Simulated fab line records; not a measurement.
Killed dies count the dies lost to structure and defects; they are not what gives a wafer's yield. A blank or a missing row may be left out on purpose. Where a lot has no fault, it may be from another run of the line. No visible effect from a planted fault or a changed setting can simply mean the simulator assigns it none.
One fault through the eyes of 2 desks -- flow sky130 -- numbers are kept per desk, each desk with only its own; the story behind them comes last

TOOL OWNER'S DESK, pecvd-02
The tool's own readings at SKY_PASSIVATION_CVD_02 (deposits Si3N4, target thk 540 nm): means of the sampled wafers that have a number, for each lot that ran on this tool. Marked OUT: a lot whose mean sits more than 4 standard deviations from the usual mean, which makes it out of limits; the brackets give that distance.
Columns: A = heaterPowerW at SKY_PASSIVATION_CVD_02, usual 685 W
lot,first seen here,A
L168,day 44 09:55,650
L174,day 45 20:26,680
L175,day 46 03:43,641
L177,day 46 13:52,675
L179,day 47 01:41,625
This desk's finding: nothing out of limits on any of the 5 lots.

METROLOGY DESK
Lot by lot, what the gauges showed, no matter which tool ran the lot: averages of those sampled wafers that carry a number. Marked OUT: a lot whose mean sits more than 4 standard deviations from the usual mean, which makes it out of limits; the brackets give that distance.
Columns: A = METAL5_ALCU_RS at SKY_METAL5_RS_MEAS_05, usual 0.02703 ohm/sq; B = PASSIVATION_CVD_02_THK at SKY_PASSIVATION_THK_MEAS_03, usual 540 nm
lot,first seen here,A,B
L168,day 43 10:16,0.02703,541
L169,day 43 21:26,0.02699,542
L170,day 44 02:50,0.02665,545
L172,day 44 12:20,0.02694,538
L174,day 44 21:39,0.02683,553
L175,day 45 05:31,0.02724,540
L177,day 45 16:29,0.02668,597 (+8.9) OUT
L179,day 46 03:53,0.02704,595 (+8.6) OUT
L185,day 47 21:23,0.02710,546
L187,day 48 01:10,0.02703,540
L190,day 49 02:55,0.02654,541
Finding of this desk: L177, L179 out of limits, first seen on L177 at day 46 14:17 (PASSIVATION_CVD_02_THK at SKY_PASSIVATION_THK_MEAS_03). L168, L169, L170, L172, L174, L175, L185, L187, L190 stayed within limits.

BROUGHT TOGETHER
On L177, L179, the metrology desk was in a position to raise an alarm at day 46 14:17.
The tool owner's desk saw nothing out of limits.
The tool owner's desk has L177, L179 on record, within its limits.
On pecvd-02, each named lot ran SKY_PASSIVATION_CVD_02.

WHAT THE SIMULATOR HAD INSERTED
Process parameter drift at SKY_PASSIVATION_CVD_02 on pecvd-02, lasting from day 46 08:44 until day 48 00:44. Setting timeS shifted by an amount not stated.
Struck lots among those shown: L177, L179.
Delay in hours, fault start to first out-of-limits reading, per desk: metrology desk 6.
